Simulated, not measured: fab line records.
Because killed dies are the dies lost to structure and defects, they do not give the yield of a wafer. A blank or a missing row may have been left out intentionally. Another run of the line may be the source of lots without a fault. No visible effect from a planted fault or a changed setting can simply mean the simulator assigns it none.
8D (eight disciplines) problem report, filled in by code :: flow sky130 :: the parts of the form that need people (team, actions taken, sign-off) are left out

== 1. WHAT IS WRONG ==
Wafers free of any fault read 0.426 ohm/sq (standard deviation 0.0041) for VIA1_W_RS at SKY_VIA1_RS_MEAS_22, against a mean of 0.367 ohm/sq on 6 wafers of 2 lots. Relative to the usual mean, that is a shift of -14 standard deviations.
The step: measures by four-point-probe.
Earliest sighting: wafer L957.1 on filmMetro-01 at day 37 17:24. Wafers with a number at this step in the record: 27, from 9 lots. Rule for "out", or "out of limits": more than 4 standard deviations from the usual mean. Any other wafer with a number is counted as sound.

== 2. WHAT THIS IS AND IS NOT ==
question: which readings at this step
is: VIA1_W_RS
is not: -

question: which lots
is: L957, L959
is not: L947, L953, L958, L964, L968, L969, L970

question: which wafers of those lots
is: all that have a number
is not: -

question: read on which gauges
is: filmMetro-01
is not: filmMetro-02, filmMetro-03

question: when
is: from day 37 17:24
is not: up to then (6 sound wafers); but 15 sound wafers of L958, L964, L968, L969, L970 came after

== 3. SUSPECTS, AND WHAT RULES EACH OUT ==
Counting: a tool stays on the suspect list if, at a process step up to the reading, it processed all lots that are out and no sound lot following the first of them.
- the gauge at SKY_VIA1_RS_MEAS_22 has been ruled out. All the wafers that are out were read on filmMetro-01, but those of them that SKY_VIA1_CVD_21 has rows for are out there too, on other tools.
- pvdSputter-01 at SKY_VIA1_SPUTTER_20 (material TiN, target thk 20 nm, time 80 s): ruled out as a lasting fault. Sound lots L958, L969 ran on it after its first lot that is out, L957 (day 37 17:15).
- cvdW-02 at SKY_VIA1_CVD_21 (deposits W, target thk 270 nm, time 80.902 s): ruled out as a lasting fault. Sound lots L968, L969, L970 ran on it after its first lot that is out, L957 (day 37 17:19).
Left after counting: nothing in the record.

== 4. THE CAUSE (what the simulator had put in) ==
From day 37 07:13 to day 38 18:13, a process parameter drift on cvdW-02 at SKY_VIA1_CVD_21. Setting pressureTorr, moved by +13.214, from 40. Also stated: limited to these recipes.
The count ruled it out by mistake, since the rule takes a fault to strike every lot its tool runs from the start of the fault on, and this one did not do so.

== 5. THE EFFECT CHAIN, in route order ==
Each row: a reading whose mean over the struck wafers that have a number lies more than 3 standard deviations from the usual. Scope: only readings with a usual standard deviation given in the record; hours: median across lots of the time from each lot's start at the first step in this table that gives one to its start at this step; sigmas: change in usual standard deviations.
hours: 0
step: SKY_VIA1_CVD_21
reading: chamberPressureTorr
usual: 40.01 Torr
on struck wafers: 53.20
change: +13.19
sigmas: +99 or more

hours: 0
step: SKY_VIA1_RS_MEAS_22
reading: VIA1_W_RS
usual: 0.426 ohm/sq
on struck wafers: 0.367
change: -0.059
sigmas: -14

hours: 0
step: SKY_VIA1_THK_MEAS_23
reading: VIA1_W_THK
usual: 269.0 nm
on struck wafers: 309.7
change: +40.7
sigmas: +14

hours: 0
step: SKY_VIA1_CMP_24
reading: timeToEndpointS
usual: 65.6 s
on struck wafers: 76.6
change: +11.0
sigmas: +5.0
Its process steps:
- SKY_VIA1_CVD_21: deposits W, target thk 270 nm, time 80.902 s.
- SKY_VIA1_CMP_24: polishes, stops on SiO2, t overpolish 15 s, target thk 0 nm.

== 6. HOW IT WOULD HAVE BEEN CAUGHT EARLIER ==
In this record the first reading out of limits at a measuring or inspecting step was taken at day 37 17:24, 10 hours after the fault began at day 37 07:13.
Tool's own readings at SKY_VIA1_CVD_21, chamberPressureTorr: out on all struck wafers the step has rows for; an alarm limit on them would have tripped on the first.
